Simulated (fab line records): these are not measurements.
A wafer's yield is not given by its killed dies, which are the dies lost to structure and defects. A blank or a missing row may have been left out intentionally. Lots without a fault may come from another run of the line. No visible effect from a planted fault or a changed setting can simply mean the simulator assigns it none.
fab line records	flow sky130
record lots=13	wafers=39	last_day=50
route steps=708 shown METAL4@600 CAP2M@603 PAD_OPEN@708
lots that met no fault: taken from a fault-free run of the same line
start_h: the number of hours between the record's first day and the start of the first shown wafer of the lot	wait_h: time in hours since the lot's previous step	" the same as in the row above	L1.1+2: several wafers, shown together as one row	- either no value or no given start	* or withheld: withheld	< > ~ a bound
route shown NAME@n: NAME is a module with steps in the file, n the number in the route of the first one	usual: mean/standard deviation of fault-free wafers	same: alike in all rows	chamber/n: place in a boat	sites: per-site readings	_std_site: the standard deviation of these	_edge_site: outer sites' mean less inner sites'	radius_mm: how far each site lies from the wafer's centre	mask NAME#n: copy n	behind: the most recent tool/chamber to have shaped the wafer	hold: reason for holding the lot/hours on hold/outcome of the hold	device: names the non-switching transistor (n, p or np)	end of line: the same wafers' tests at the end of the route	a step given without rows: its recipe and nothing more	killed: count of dies lost to structure and defects at first sort (not the wafer's yield)	map: a wafer's dies, marking killed ones x, the rest . and places with no die _
set.NAME: the setting as run; set.NAME@STEP: as run at that earlier step	model.NAME: the simulator's own value behind a step, which no gauge read
a sample of lots followed through the steps of the route, with each step as a table and each wafer as a row
services: from which hour (start_h, from the record's first day; less than 0 if before it) a tool's chamber was out of use, for how many hours, and why
## steps
# step SKY_METAL4_SPUTTER_02
# recipe material=AlCu	target_thk_nm=735	power_w=10600	time_s=39.1	chamber_pressure_pa=0.4
# usual throttle_valve_pct=30.1/0.96
lot.wafer	tool	chamber	start_h	wait_h	throttle_valve_pct
L273.4	pvd_sputter-03	-	934.71	0.0	28.5
L273.5	"	-	"	"	30.6
L273.6	"	-	"	"	28.3
L275.3	pvd_sputter-04	-	940.31	0.0	29.8
L275.4	"	-	"	"	30.3
L275.6	"	-	"	"	30.4
L276.1	pvd_sputter-03	-	948.60	0.0	30.5
L276.2	"	-	"	"	33.2
L276.3	"	-	"	"	28.6
L277.1	pvd_sputter-04	-	954.44	0.0	30.1
L277.2	"	-	"	"	30.2
L277.4	"	-	"	"	29.8
L278.2	pvd_sputter-02	-	959.82	0.0	29.5
L278.3	"	-	"	"	29.4
L278.6	"	-	"	"	30.8
L279.3	pvd_sputter-04	-	964.52	0.0	30.6
L279.4	"	-	"	"	30.2
L279.5	"	-	"	"	29.9
L282.2	pvd_sputter-02	-	987.57	0.0	30.7
L282.3	"	-	"	"	28.5
L282.6	"	-	"	"	29.6
L286.3	pvd_sputter-02	-	1014.14	0.0	29.4
L286.5	"	-	"	"	29.7
L286.6	"	-	"	"	29.4
L287.1	pvd_sputter-04	-	1030.70	0.0	30.2
L287.2	"	-	"	"	30.3
L287.3	"	-	"	"	29.7
L288.2	pvd_sputter-04	-	1033.72	0.0	30.2
L288.4	"	-	"	"	30.8
L288.6	"	-	"	"	30.6
L289.1	pvd_sputter-04	-	1043.98	0.0	30.2
L289.5	"	-	"	"	29.8
L289.6	"	-	"	"	30.6
L291.1	pvd_sputter-02	-	1057.37	0.0	29.6
L291.3	"	-	"	"	30.9
L291.4	"	-	"	"	28.7
L296.1	pvd_sputter-04	-	1084.94	0.0	30.5
L296.3	"	-	"	"	30.5
L296.5	"	-	"	"	30.1
# step SKY_CAP2M_CVD_00
# recipe material=SiO2	target_thk_nm=15.5	temp_c=400	time_s=withheld	rf_w=450
# usual heater_power_w=736/110
lot.wafer	tool	chamber	start_h	wait_h	heater_power_w
L273.4	pecvd-04	0	934.83	0.0	760
L273.5	"	2	"	"	835
L273.6	"	1	"	"	854
L275.3	pecvd-04	1	940.42	0.0	941
L275.4	"	2	"	"	745
L275.6	"	0	"	"	732
L276.1	pecvd-01	0	948.70	0.0	829
L276.2	"	1	"	"	722
L276.3	"	2	"	"	846
L277.1	pecvd-01	0	954.54	0.0	745
L277.2	"	1	"	"	729
L277.4	"	0	"	"	723
L278.2	pecvd-04	2	959.92	0.0	932
L278.3	"	0	"	"	705
L278.6	"	2	"	"	910
L279.3	pecvd-02	2	964.63	0.0	633
L279.4	"	0	"	"	593
L279.5	"	2	"	"	634
L282.2	pecvd-02	2	987.67	0.0	601
L282.3	"	0	"	"	486
L282.6	"	1	"	"	758
L286.3	pecvd-04	0	1014.25	0.0	709
L286.5	"	0	"	"	707
L286.6	"	2	"	"	772
L287.1	pecvd-04	1	1030.81	0.0	937
L287.2	"	2	"	"	790
L287.3	"	2	"	"	816
L288.2	pecvd-02	0	1033.82	0.0	529
L288.4	"	2	"	"	586
L288.6	"	0	"	"	540
L289.1	pecvd-01	2	1044.09	0.0	711
L289.5	"	1	"	"	636
L289.6	"	0	"	"	713
L291.1	pecvd-02	2	1057.48	0.0	588
L291.3	"	0	"	"	557
L291.4	"	1	"	"	885
L296.1	pecvd-04	2	1085.04	0.0	878
L296.3	"	0	"	"	638
L296.5	"	0	"	"	646
# step SKY_CAP2M_THK_MEAS_04
# recipe thk_meas_gauge=xrf	reads=TiN_of_CAP2M_SPUTTER_02
# usual CAP2M_TIN_THK=201.1/2.1
lot.wafer	tool	chamber	start_h	wait_h	CAP2M_TIN_THK[nm]
L273.4	film_metro-04	-	935.16	0.1	198.2
L273.5	"	-	"	"	198.4
L273.6	"	-	"	"	199.4
L275.3	film_metro-02	-	940.75	0.1	201.4
L275.4	"	-	"	"	203.9
L275.6	"	-	"	"	202.5
L276.1	film_metro-04	-	949.01	0.1	198.2
L276.2	"	-	"	"	196.2
L276.3	"	-	"	"	196.2
L277.1	film_metro-03	-	954.85	0.1	200.6
L277.2	"	-	"	"	199.9
L277.4	"	-	"	"	202.7
L278.2	film_metro-04	-	960.24	0.1	197.9
L278.3	"	-	"	"	200.6
L278.6	"	-	"	"	197.3
L279.3	film_metro-03	-	964.96	0.1	198.0
L279.4	"	-	"	"	200.9
L279.5	"	-	"	"	202.6
L282.2	film_metro-04	-	987.99	0.1	198.9
L282.3	"	-	"	"	199.3
L282.6	"	-	"	"	200.1
L286.3	film_metro-04	-	1014.58	0.1	198.6
L286.5	"	-	"	"	199.8
L286.6	"	-	"	"	199.7
L287.1	film_metro-04	-	1031.13	0.1	200.3
L287.2	"	-	"	"	200.8
L287.3	"	-	"	"	202.0
L288.2	film_metro-03	-	1034.14	0.1	201.8
L288.4	"	-	"	"	201.0
L288.6	"	-	"	"	202.1
L289.1	film_metro-04	-	1044.40	0.1	201.8
L289.5	"	-	"	"	203.8
L289.6	"	-	"	"	202.0
L291.1	film_metro-04	-	1057.79	0.1	203.5
L291.3	"	-	"	"	202.1
L291.4	"	-	"	"	203.5
L296.1	film_metro-03	-	1085.35	0.1	201.0
L296.3	"	-	"	"	200.8
L296.5	"	-	"	"	201.8
# step SKY_METAL4_COAT_07
# recipe resist=BARC	temp_c=withheld	time_s=withheld	spin_rpm=3000	resist_thk_nm=60
# usual dispense_pressure_kPa=47/4.9	spin_speed_rpm=3000.4/1.7
lot.wafer	tool	chamber	start_h	wait_h	dispense_pressure_kPa	spin_speed_rpm
L273.4	litho_track-01	0	971.18	0.1	43	2999.9
L273.5	"	0	"	"	43	3003.0
L273.6	"	0	"	"	43	2998.2
L275.3	litho_track-04	0	979.73	0.1	54	3002.7
L275.4	"	0	"	"	54	2999.9
L275.6	"	0	"	"	54	3001.1
L276.1	litho_track-02	0	984.82	0.1	44	3002.5
L276.2	"	0	"	"	44	3003.5
L276.3	"	0	"	"	44	3001.7
L277.1	litho_track-04	0	989.58	0.1	54	3005.3
L277.2	"	0	"	"	54	3002.2
L277.4	"	0	"	"	54	3003.0
L278.2	litho_track-04	0	996.00	0.1	54	2997.0
L278.3	"	0	"	"	54	2998.8
L278.6	"	0	"	"	54	3000.0
L279.3	litho_track-02	0	1002.82	0.1	44	3004.1
L279.4	"	0	"	"	44	3003.1
L279.5	"	0	"	"	44	3003.2
L282.2	litho_track-02	0	1022.39	0.1	44	3000.6
L282.3	"	0	"	"	44	3001.9
L282.6	"	0	"	"	44	3000.9
L286.3	litho_track-04	0	1049.18	0.1	54	2937.2
L286.5	"	0	"	"	54	2940.3
L286.6	"	0	"	"	54	2940.1
L287.1	litho_track-04	0	1063.23	0.1	54	2938.8
L287.2	"	0	"	"	54	2938.9
L287.3	"	0	"	"	54	2938.6
L288.2	litho_track-02	0	1065.59	0.1	44	2999.9
L288.4	"	0	"	"	44	2998.6
L288.6	"	0	"	"	44	2999.5
L289.1	litho_track-02	0	1077.72	0.1	44	2998.0
L289.5	"	0	"	"	44	3003.7
L289.6	"	0	"	"	44	3001.0
L291.1	litho_track-02	0	1089.27	0.1	44	3001.5
L291.3	"	0	"	"	44	3001.5
L291.4	"	0	"	"	44	2999.0
L296.1	litho_track-02	0	1114.52	0.1	44	3000.0
L296.3	"	0	"	"	44	3000.7
L296.5	"	0	"	"	44	3001.1
# step SKY_PAD_OPEN_PROBE_99
# usual defect_limited_yield=82.5/1.8	killed_at_M0_to_M3=43/5.9	killed_at_M4_up=3.3/1.9	killed_at_contacts=24/5.6	killed_at_front_end=15/4.1	killed_at_other=0.4/0.66	killed_dies=86/9	killed_open=47/6.9	killed_short=39/6.2	sort_bin_3_pad_short=0.9/0.45	sort_bin_5_function=10.3/1.4	sort_bin_6_memory=6.3/1.2	sort_n_pass=406/9	sort_yield_pct=82.5/1.8
# same gross_dies=492	killed_at_back_side=0	sort_bin_4_leakage[%]=0	sort_bin_8_speed[%]=0
lot.wafer	tool	chamber	start_h	wait_h	defect_limited_yield[%]	killed_at_M0_to_M3	killed_at_M4_up	killed_at_contacts	killed_at_front_end	killed_at_other	killed_dies	killed_open	killed_short	sort_bin_3_pad_short[%]	sort_bin_5_function[%]	sort_bin_6_memory[%]	sort_n_pass	sort_yield_pct[%]
L273.4	prober-01	-	1079.50	0.2	82.3	51	3	23	9	1	87	45	42	0.8	10.4	6.5	405	82.3
L273.5	prober-01	-	1079.55	0.2	82.7	51	3	20	11	0	85	42	42	0.8	11.6	4.9	407	82.7
L273.6	prober-01	-	1079.60	0.2	81.7	46	4	28	11	1	90	46	44	1.0	11.8	5.5	402	81.7
L275.3	prober-01	-	1087.10	0.2	79.3	49	2	30	20	1	102	58	43	1.2	11.2	8.3	390	79.3
L275.4	prober-01	-	1087.15	0.2	86.8	42	0	17	6	0	65	33	32	0.4	6.7	6.1	427	86.8
L275.6	prober-01	-	1087.25	0.2	79.1	53	4	28	18	0	103	58	42	1.2	11.0	8.7	389	79.1
L276.1	prober-02	-	1088.64	0.1	84.3	48	2	15	12	0	77	41	35	1.0	9.6	5.1	415	84.3
L276.2	prober-02	-	1088.69	0.1	82.5	43	2	27	13	1	86	38	46	2.0	10.4	5.1	406	82.5
L276.3	prober-02	-	1088.74	0.2	81.5	45	4	29	13	0	91	50	40	1.0	12.2	5.3	401	81.5
L277.1	prober-01	-	1096.53	0.1	83.7	44	5	17	14	0	80	44	36	0.4	9.1	6.7	412	83.7
L277.2	prober-01	-	1096.58	0.1	82.1	44	2	32	10	0	88	48	40	1.2	8.7	7.9	404	82.1
L277.4	prober-01	-	1096.68	0.2	81.5	41	4	27	19	0	91	55	36	0.4	8.9	9.1	401	81.5
L278.2	prober-02	-	1101.82	0.1	81.1	48	3	26	14	2	93	59	34	0.6	10.0	8.3	399	81.1
L278.3	prober-02	-	1101.87	0.2	83.3	51	3	14	13	1	82	49	33	0.8	9.1	6.7	410	83.3
L278.6	prober-02	-	1102.02	0.2	81.5	48	5	24	13	1	91	54	37	0.4	10.8	7.3	401	81.5
L279.3	prober-01	-	1105.90	0.2	81.7	41	5	32	11	1	90	40	49	1.2	10.4	6.7	402	81.7
L279.4	prober-01	-	1105.95	0.2	82.5	33	7	26	19	1	86	45	41	1.0	11.8	4.7	406	82.5
L279.5	prober-01	-	1106.00	0.2	82.1	42	1	33	12	0	88	45	42	0.4	11.8	5.7	404	82.1
L282.2	prober-02	-	1123.36	0.1	78.5	50	3	31	22	0	106	54	52	1.8	12.0	7.7	386	78.5
L282.3	prober-02	-	1123.41	0.2	84.1	47	2	17	12	0	78	38	40	1.4	10.0	4.5	414	84.1
L282.6	prober-02	-	1123.56	0.2	84.3	44	1	18	14	0	77	37	40	0.6	7.3	7.7	415	84.3
L286.3	prober-02	-	1146.12	0.3	77.2	62	9	25	16	0	112	66	46	1.6	11.2	10.0	380	77.2
L286.5	prober-02	-	1146.22	0.4	83.1	35	6	27	15	0	83	50	33	0.2	11.4	5.3	409	83.1
L286.6	prober-02	-	1146.27	0.4	83.1	37	3	28	15	0	83	46	37	0.4	10.8	5.7	409	83.1
L287.1	prober-01	-	1157.70	0.1	83.1	45	5	17	15	1	83	43	39	0.6	8.7	7.5	409	83.1
L287.2	prober-01	-	1157.75	0.1	82.5	42	3	19	22	0	86	47	39	1.0	10.0	6.5	406	82.5
L287.3	prober-01	-	1157.80	0.2	81.1	51	3	24	15	0	93	56	36	1.0	11.4	6.5	399	81.1
L288.2	prober-02	-	1160.50	0.1	84.1	40	2	20	16	0	78	44	33	0.8	7.9	7.1	414	84.1
L288.4	prober-02	-	1160.60	0.2	83.1	42	6	19	15	1	83	47	35	0.4	10.6	5.9	409	83.1
L288.6	prober-02	-	1160.70	0.2	81.5	42	2	36	10	1	91	58	32	1.0	12.2	5.3	401	81.5
L289.1	prober-01	-	1167.87	0.1	81.5	45	2	28	15	1	91	55	36	0.6	11.8	6.1	401	81.5
L289.5	prober-01	-	1168.07	0.2	81.1	47	5	21	20	0	93	46	47	1.8	10.4	6.7	399	81.1
L289.6	prober-01	-	1168.12	0.2	80.7	42	3	41	9	0	95	45	49	1.6	11.0	6.7	397	80.7
L291.1	prober-02	-	1179.62	0.1	82.7	44	6	17	18	0	85	42	43	0.6	10.2	6.5	407	82.7
L291.3	prober-02	-	1179.72	0.2	81.5	42	4	24	19	2	91	51	39	0.6	9.6	8.3	401	81.5
L291.4	prober-02	-	1179.77	0.2	83.7	39	6	21	14	0	80	45	35	0.6	9.8	5.9	412	83.7
L296.1	prober-01	-	1200.35	0.1	83.3	46	1	26	9	0	82	47	35	0.2	11.6	4.9	410	83.3
L296.3	prober-01	-	1200.45	0.2	83.7	37	6	22	15	0	80	47	33	0.6	10.4	5.3	412	83.7
L296.5	prober-01	-	1200.55	0.2	83.7	35	3	21	20	1	80	40	40	0.8	7.3	8.1	412	83.7
# killed by level:class
L273.4 VIA2:geometric_particle:open=12 VIA1:geometric_particle:open=8 VIA3:geometric_particle:open=8 LI_CONTACT:geometric_particle:short=6 METAL1:geometric_particle:short=6 CONTACT:geometric_particle:open=5 POLY_GATE:geometric_particle:open=4 VIA1:geometric_particle:short=4
L273.5 VIA1:geometric_particle:open=10 METAL2:geometric_particle:short=7 VIA3:geometric_particle:open=7 METAL1:geometric_particle:short=6 VIA2:geometric_particle:open=6 VIA3:geometric_particle:short=6 LI_CONTACT:geometric_particle:open=5 LOCAL_INTERCONNECT:geometric_particle:short=5
L273.6 VIA1:geometric_particle:open=12 LI_CONTACT:geometric_particle:open=10 METAL2:geometric_particle:short=8 VIA1:geometric_particle:short=7 CONTACT:geometric_particle:short=7 VIA2:geometric_particle:open=7 CONTACT:geometric_particle:open=6 POLY_GATE:geometric_particle:short=4
L275.3 VIA1:geometric_particle:open=15 CONTACT:geometric_particle:open=13 VIA3:geometric_particle:open=10 FIELD_ISO:geometric_particle:short=9 LOCAL_INTERCONNECT:geometric_particle:short=8 VIA2:geometric_particle:open=8 CONTACT:geometric_particle:short=5 METAL2:geometric_particle:short=5
L275.4 VIA1:geometric_particle:short=9 CONTACT:geometric_particle:open=8 VIA1:geometric_particle:open=8 VIA3:geometric_particle:open=7 VIA2:geometric_particle:short=5 LOCAL_INTERCONNECT:geometric_particle:short=3 CONTACT:geometric_particle:short=3 METAL1:geometric_particle:open=3
L275.6 LI_CONTACT:geometric_particle:open=13 METAL2:geometric_particle:short=11 VIA1:geometric_particle:open=11 VIA3:geometric_particle:open=9 CONTACT:geometric_particle:open=7 LOCAL_INTERCONNECT:geometric_particle:short=4 METAL1:geometric_particle:short=4 VIA1:geometric_particle:short=4
L276.1 VIA2:geometric_particle:open=8 METAL1:geometric_particle:short=7 LI_CONTACT:geometric_particle:open=6 VIA3:geometric_particle:open=6 METAL3:geometric_particle:short=5 CONTACT:geometric_particle:open=5 VIA1:geometric_particle:open=5 METAL2:geometric_particle:short=4
L276.2 CONTACT:geometric_particle:open=11 METAL1:geometric_particle:short=8 VIA2:geometric_particle:open=8 CONTACT:geometric_particle:short=7 VIA1:geometric_particle:open=7 VIA3:geometric_particle:short=5 LOCAL_INTERCONNECT:geometric_particle:short=4 VIA3:geometric_particle:open=4
L276.3 CONTACT:geometric_particle:open=11 FIELD_ISO:geometric_particle:open=7 VIA1:geometric_particle:open=7 CONTACT:geometric_particle:short=7 VIA2:geometric_particle:open=7 LI_CONTACT:geometric_particle:short=6 VIA3:geometric_particle:open=6 METAL2:geometric_particle:short=5
L277.1 VIA2:geometric_particle:open=10 VIA1:geometric_particle:open=8 CONTACT:geometric_particle:open=8 VIA2:geometric_particle:short=8 METAL1:geometric_particle:short=5 FIELD_ISO:geometric_particle:short=3 POLY_CUT:geometric_particle:open=3 LI_CONTACT:geometric_particle:short=3
L277.2 CONTACT:geometric_particle:open=13 VIA1:geometric_particle:short=10 VIA1:geometric_particle:open=10 LI_CONTACT:geometric_particle:open=7 VIA2:geometric_particle:open=5 LI_CONTACT:geometric_particle:short=4 METAL1:geometric_particle:short=4 VIA3:geometric_particle:short=4
L277.4 VIA1:geometric_particle:open=13 CONTACT:geometric_particle:open=9 VIA2:geometric_particle:open=8 LI_CONTACT:geometric_particle:open=7 FIELD_ISO:geometric_particle:open=6 LOCAL_INTERCONNECT:geometric_particle:short=6 POLY_GATE:geometric_particle:short=4 METAL1:geometric_particle:short=4
L278.2 VIA3:geometric_particle:open=12 LI_CONTACT:geometric_particle:open=11 VIA1:geometric_particle:open=8 METAL1:geometric_particle:short=8 CONTACT:geometric_particle:open=7 FIELD_ISO:geometric_particle:short=5 METAL2:geometric_particle:short=5 VIA2:geometric_particle:open=5
L278.3 VIA1:geometric_particle:open=15 METAL1:geometric_particle:short=10 VIA2:geometric_particle:open=8 LOCAL_INTERCONNECT:geometric_particle:short=5 FIELD_ISO:geometric_particle:open=4 POLY_GATE:geometric_particle:open=4 LI_CONTACT:geometric_particle:open=4 VIA1:geometric_particle:short=4
L278.6 VIA1:geometric_particle:open=17 CONTACT:geometric_particle:open=9 LI_CONTACT:geometric_particle:open=7 METAL1:geometric_particle:short=5 VIA1:geometric_particle:short=5 LI_CONTACT:geometric_particle:short=4 CONTACT:geometric_particle:short=4 VIA2:geometric_particle:open=4
L279.3 CONTACT:geometric_particle:open=10 CONTACT:geometric_particle:short=10 VIA1:geometric_particle:short=7 VIA2:geometric_particle:open=7 METAL2:geometric_particle:short=6 LI_CONTACT:geometric_particle:open=5 LI_CONTACT:geometric_particle:short=5 VIA1:geometric_particle:open=4
L279.4 CONTACT:geometric_particle:open=10 FIELD_ISO:geometric_particle:short=9 VIA1:geometric_particle:open=7 LOCAL_INTERCONNECT:geometric_particle:short=6 METAL4:geometric_particle:short=5 VIA3:geometric_particle:open=5 CONTACT:geometric_particle:short=4 METAL1:geometric_particle:open=4
L279.5 CONTACT:geometric_particle:short=11 CONTACT:geometric_particle:open=9 VIA1:geometric_particle:open=8 LI_CONTACT:geometric_particle:open=7 VIA2:geometric_particle:open=7 FIELD_ISO:geometric_particle:open=5 VIA1:geometric_particle:short=5 METAL2:geometric_particle:short=5
L282.2 CONTACT:geometric_particle:open=16 FIELD_ISO:geometric_particle:open=7 METAL1:geometric_particle:short=7 VIA1:geometric_particle:open=7 FIELD_ISO:geometric_particle:short=6 CONTACT:geometric_particle:short=6 VIA2:geometric_particle:short=6 VIA3:geometric_particle:open=6
L282.3 VIA1:geometric_particle:open=11 METAL2:geometric_particle:short=9 CONTACT:geometric_particle:open=9 VIA2:geometric_particle:open=6 METAL3:geometric_particle:short=5 FIELD_ISO:geometric_particle:short=4 POLY_GATE:geometric_particle:open=4 LOCAL_INTERCONNECT:geometric_particle:short=4
L282.6 VIA2:geometric_particle:open=8 METAL2:geometric_particle:short=8 CONTACT:geometric_particle:open=7 VIA1:geometric_particle:open=7 VIA3:geometric_particle:short=7 FIELD_ISO:geometric_particle:open=5 VIA1:geometric_particle:short=5 FIELD_ISO:geometric_particle:short=3
L286.3 VIA3:geometric_particle:open=15 VIA1:geometric_particle:open=11 LI_CONTACT:geometric_particle:open=10 CONTACT:geometric_particle:open=9 VIA2:geometric_particle:open=7 VIA3:geometric_particle:short=7 METAL2:geometric_particle:short=6 METAL4:geometric_particle:short=6
L286.5 CONTACT:geometric_particle:open=12 VIA1:geometric_particle:open=9 LI_CONTACT:geometric_particle:open=8 VIA2:geometric_particle:open=8 METAL4:geometric_particle:short=6 FIELD_ISO:geometric_particle:short=4 FIELD_ISO:geometric_particle:open=4 VIA3:geometric_particle:short=4
L286.6 CONTACT:geometric_particle:open=9 VIA3:geometric_particle:open=7 METAL1:geometric_particle:short=6 VIA1:geometric_particle:open=6 FIELD_ISO:geometric_particle:open=5 LI_CONTACT:geometric_particle:open=5 LOCAL_INTERCONNECT:geometric_particle:short=5 VIA2:geometric_particle:open=5
L287.1 VIA1:geometric_particle:open=11 POLY_GATE:geometric_particle:open=10 METAL2:geometric_particle:short=9 CONTACT:geometric_particle:open=7 VIA3:geometric_particle:open=6 VIA1:geometric_particle:short=5 CONTACT:geometric_particle:short=4 FIELD_ISO:geometric_particle:short=3
L287.2 VIA1:geometric_particle:open=11 CONTACT:geometric_particle:open=10 FIELD_ISO:geometric_particle:open=8 METAL2:geometric_particle:short=7 VIA2:geometric_particle:open=6 FIELD_ISO:geometric_particle:short=4 VIA1:geometric_particle:short=4 POLY_GATE:geometric_particle:short=4
L287.3 CONTACT:geometric_particle:open=10 VIA2:geometric_particle:open=9 VIA1:geometric_particle:open=8 METAL2:geometric_particle:short=8 POLY_GATE:geometric_particle:short=6 LI_CONTACT:geometric_particle:open=6 VIA3:geometric_particle:open=6 FIELD_ISO:geometric_particle:open=4
L288.2 VIA1:geometric_particle:open=9 CONTACT:geometric_particle:open=8 VIA2:geometric_particle:open=6 METAL2:geometric_particle:short=6 VIA2:geometric_particle:short=6 SONOS_ONO:geometric_particle:open=4 POLY_GATE:geometric_particle:open=4 FIELD_ISO:geometric_particle:open=3
L288.4 CONTACT:geometric_particle:open=9 VIA3:geometric_particle:open=9 VIA1:geometric_particle:open=7 VIA2:geometric_particle:open=6 METAL2:geometric_particle:short=6 CONTACT:geometric_particle:short=5 VIA1:geometric_particle:short=5 SPACER:geometric_particle:open=4
L288.6 CONTACT:geometric_particle:open=20 VIA2:geometric_particle:open=13 VIA1:geometric_particle:open=8 CONTACT:geometric_particle:short=7 FIELD_ISO:geometric_particle:open=4 LOCAL_INTERCONNECT:geometric_particle:short=4 VIA3:geometric_particle:open=4 METAL1:geometric_particle:open=3
L289.1 VIA1:geometric_particle:open=14 CONTACT:geometric_particle:open=11 POLY_GATE:geometric_particle:open=8 LI_CONTACT:geometric_particle:open=8 METAL1:geometric_particle:short=7 CONTACT:geometric_particle:short=6 VIA3:geometric_particle:open=6 VIA1:geometric_particle:short=4
L289.5 CONTACT:geometric_particle:open=9 POLY_GATE:geometric_particle:short=7 METAL1:geometric_particle:short=7 POLY_GATE:geometric_particle:open=6 METAL2:geometric_particle:short=6 VIA2:geometric_particle:short=6 LI_CONTACT:geometric_particle:open=5 VIA2:geometric_particle:open=5
L289.6 CONTACT:geometric_particle:short=10 CONTACT:geometric_particle:open=10 VIA1:geometric_particle:open=10 LI_CONTACT:geometric_particle:open=9 VIA2:geometric_particle:open=9 LOCAL_INTERCONNECT:geometric_particle:short=8 VIA1:geometric_particle:short=6 METAL2:geometric_particle:short=5
L291.1 VIA1:geometric_particle:open=20 FIELD_ISO:geometric_particle:short=7 POLY_GATE:geometric_particle:short=6 METAL1:geometric_particle:short=6 VIA2:geometric_particle:open=5 LI_CONTACT:geometric_particle:open=5 CONTACT:geometric_particle:short=5 METAL4:geometric_particle:short=5
L291.3 VIA1:geometric_particle:open=11 CONTACT:geometric_particle:open=8 METAL1:geometric_particle:short=7 POLY_GATE:geometric_particle:open=6 LI_CONTACT:geometric_particle:open=6 VIA3:geometric_particle:open=6 SPACER:geometric_particle:short=4 SPACER:geometric_particle:open=4
L291.4 VIA1:geometric_particle:open=9 CONTACT:geometric_particle:open=8 VIA3:geometric_particle:open=7 METAL1:geometric_particle:short=6 METAL4:geometric_particle:short=5 FIELD_ISO:geometric_particle:short=4 LI_CONTACT:geometric_particle:open=4 METAL1:geometric_particle:open=4
L296.1 CONTACT:geometric_particle:open=9 LI_CONTACT:geometric_particle:open=8 VIA1:geometric_particle:open=8 VIA2:geometric_particle:open=8 METAL3:geometric_particle:short=6 VIA3:geometric_particle:open=6 METAL2:geometric_particle:short=5 METAL1:geometric_particle:short=5
L296.3 VIA1:geometric_particle:open=13 LI_CONTACT:geometric_particle:open=7 FIELD_ISO:geometric_particle:open=5 VIA2:geometric_particle:open=5 CONTACT:geometric_particle:short=4 CONTACT:geometric_particle:open=4 VIA1:geometric_particle:short=4 VIA3:geometric_particle:open=4
L296.5 CONTACT:geometric_particle:open=7 VIA1:geometric_particle:open=6 FIELD_ISO:geometric_particle:short=5 FIELD_ISO:geometric_particle:open=5 LI_CONTACT:geometric_particle:short=5 METAL2:geometric_particle:short=5 VIA3:geometric_particle:open=5 POLY_GATE:geometric_particle:short=4
## services
tool	chamber	start_h	hours	kind
pecvd-01	2	918.70	2.1	scheduled_down
pecvd-02	-	931.06	28.1	pm
pvd_sputter-04	-	950.55	2.1	repair
pecvd-04	2	952.91	3.8	repair
pecvd-01	0	954.79	5.5	scheduled_down
pvd_sputter-03	-	994.27	2.5	repair
pecvd-02	1	994.80	5.5	scheduled_down
pecvd-04	1	1025.51	2.1	scheduled_down
pecvd-04	0	1027.64	5.5	scheduled_down
pvd_sputter-02	-	1037.95	4.3	repair
pecvd-02	0	1046.29	1.9	repair
pvd_sputter-02	-	1047.86	3.3	repair
pecvd-01	2	1049.41	5.5	scheduled_down
pecvd-02	-	1060.43	1.0	repair
litho_track-01	-	1060.89	-	consumable_replace:filter
pecvd-01	2	1070.47	2.4	repair
pvd_sputter-04	-	1098.44	3.5	repair
pvd_sputter-03	-	1109.31	2.0	repair
## key
first_sign step=SKY_METAL4_COAT_07	reading=spin_speed_rpm	direction=down	sigmas=35	usual=3000.4	struck=2939.0
effect none on later readings
met_at SKY_METAL4_COAT_07
struck_lots L286,L287
not_acting_at SKY_METAL4_SPUTTER_02,SKY_CAP2M_CVD_00,SKY_CAP2M_THK_MEAS_04
onset_between 996.00 1049.18
fault kind=process_parameter_drift	tool=litho_track-04	chamber=-	onset_h=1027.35	steps=SKY_METAL4_COAT_07	channel=spin_rpm	offset=-60.99	shape=step	end_h=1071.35	acts_in=these_recipes_only	stated=3000
